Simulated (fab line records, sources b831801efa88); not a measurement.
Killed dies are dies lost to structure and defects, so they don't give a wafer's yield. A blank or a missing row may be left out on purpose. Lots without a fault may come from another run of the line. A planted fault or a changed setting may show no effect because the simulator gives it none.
Which tool did it? | flow sky130 | 11 lots, 33 wafers sampled, at 1 step of a route of 708

WHAT THE GAUGES READ, wafer by wafer
SKY_CONTACT_CD_MEAS_14: target cd 170 nm.
lot  | measured     | on        | cd_nm (nm)
L802 | day 32 22:02 | cd_sem-02 | 171.2 173.3 172.0
L803 | day 33 04:25 | cd_sem-01 | 171.1 172.1 172.3
L804 | day 33 15:08 | cd_sem-02 | 168.0 168.3 168.9
L805 | day 33 21:14 | cd_sem-02 | 170.0 170.6 169.2
L806 | day 34 03:13 | cd_sem-02 | 168.2 168.7 170.4
L808 | day 34 20:44 | cd_sem-01 | 170.8 170.1 169.5
L809 | day 35 06:33 | cd_sem-01 | 170.4 171.2 171.1
L810 | day 35 09:50 | cd_sem-01 | 170.6 170.0 170.2
L813 | day 36 06:08 | cd_sem-02 | 169.5 168.4 170.2
L816 | day 37 00:40 | cd_sem-01 | 170.2 170.5 171.2
L818 | day 37 15:27 | cd_sem-01 | 169.6 169.0 170.2

WHICH TOOL RAN EACH LOT (tool, then ch and the chambers of the sampled wafers, then the start)
The record holds no process step before these readings.

THE ANSWER, worked out from the rows above alone
Rule: what is usual is taken from the lots themselves. Put in order of their means at a reading, lots are off if they are a third of the lots or fewer, leave a main group of 4 or more, and stand apart from it by a gap of 3 or more times the standard deviation of the main group's means; of several such gaps the widest counts. A main group whose means are all the same, to the digits that the tables above print for the reading, isn't used. A lot without any number at a reading at which 4 lots or more have one is off too. The other lots that the step has rows for count as sound.
No lot is off at any reading shown: from this, nothing can be told.

WHAT THE SIMULATOR HAD PUT IN
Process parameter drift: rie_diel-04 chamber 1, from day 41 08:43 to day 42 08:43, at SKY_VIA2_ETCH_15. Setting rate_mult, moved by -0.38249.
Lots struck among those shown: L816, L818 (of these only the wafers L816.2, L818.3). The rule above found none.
